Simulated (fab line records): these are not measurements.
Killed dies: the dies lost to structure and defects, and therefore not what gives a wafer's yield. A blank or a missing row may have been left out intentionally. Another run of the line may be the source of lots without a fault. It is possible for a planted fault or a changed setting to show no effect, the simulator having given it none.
What tool caused it? -- flow sfqLine -- route of 325 steps, sampled at 1 step: 13 lots, 38 wafers

## WHAT THE GAUGES SHOWED, per wafer
No reading from a measuring or inspecting step in the record can be judged against a usual standard deviation.

## WHICH TOOL RAN EACH LOT (tool, then ch and the chambers of the sampled wafers, then the start)
lot,SFQ_TRILAYER_A5B_DEP_PECVD_129
L157,"pecvd-03 ch 0,2, day 58 13:39"
L158,"pecvd-04 ch 0,1,2, day 58 16:03"
L159,"pecvd-03 ch 1,2, day 58 17:14"
L160,"pecvd-03 ch 0,2, day 59 04:02"
L167,"pecvd-03 ch 0,1, day 59 20:52"
L172,"pecvd-01 ch 0,1,2, day 62 10:02"
L173,"pecvd-03 ch 0,2, day 62 20:51"
L174,"pecvd-01 ch 0,2, day 64 06:37"
L175,"pecvd-03 ch 0,1,2, day 64 12:27"
L176,"pecvd-03 ch 0,1,2, day 65 02:50"
L177,"pecvd-01 ch 0,1, day 68 22:39"
L179,"pecvd-03 ch 0,1, day 69 08:14"
L180,"pecvd-03 ch 0,1,2, day 69 11:50"
- SFQ_TRILAYER_A5B_DEP_PECVD_129: deposits SiO2 from SiH4/N2O, time 133.33 s, target thk 600 nm.

## WHAT THE TOOLS THEMSELVES READ (means of the sampled wafers that have a number; where no wafer has one, the mark that the record gives instead)
SFQ_TRILAYER_A5B_DEP_PECVD_129. Usual: heaterPowerOuterW 31 W, standard deviation 12; heaterPowerW 81 W, standard deviation 21; runLengthS 161.3 s, standard deviation 0.57; susceptorTempC 149.99 C, standard deviation 0.14; throttleValvePct 25.2 %, standard deviation 1.5.
lot,tool,heaterPowerOuterW (W),heaterPowerW (W),runLengthS (s),susceptorTempC (C),throttleValvePct (%),flag
L157,pecvd-03,26,69,162.0,150.03,26.5,
L158,pecvd-04,36,90,161.2,149.96,24.4,
L159,pecvd-03,24,69,161.1,150.02,26.7,
L160,pecvd-03,37,83,161.6,149.89,25.9,
L167,pecvd-03,36,86,149.2,150.06,25.8,OFF
L172,pecvd-01,31,82,161.4,150.00,23.9,
L173,pecvd-03,32,77,161.8,149.89,25.9,
L174,pecvd-01,26,78,161.7,150.04,22.9,
L175,pecvd-03,29,76,161.7,150.10,26.3,
L176,pecvd-03,32,78,161.5,150.01,26.3,
L177,pecvd-01,21,63,161.1,149.94,24.5,
L179,pecvd-03,35,84,161.2,150.04,26.0,
L180,pecvd-03,26,71,161.6,150.17,26.4,

## THE ANSWER, worked out from the rows above alone
Rule: take the mean of a lot's wafers that have a number; if it is more than 3 standard deviations from the usual mean, the lot is off. A lot without any number at a reading at which 4 lots or more have one is off too. Where the step has rows for the other lots, those lots are counted as sound. Order of review: gauges by route order, followed by the tools' own readings, for which a lot's mean as printed above is used. The first step at which some lot is off is used, and at that step the reading that is off furthest; a lot without a number counts as furthest.
Off: L167, at SFQ_TRILAYER_A5B_DEP_PECVD_129 (runLengthS).
If a tool, at that step or one of the process steps before it, ran each lot that is off and ran no sound lot following the first of them, it fits. No candidate that was tried fits.

## WHAT THE SIMULATOR PUT IN
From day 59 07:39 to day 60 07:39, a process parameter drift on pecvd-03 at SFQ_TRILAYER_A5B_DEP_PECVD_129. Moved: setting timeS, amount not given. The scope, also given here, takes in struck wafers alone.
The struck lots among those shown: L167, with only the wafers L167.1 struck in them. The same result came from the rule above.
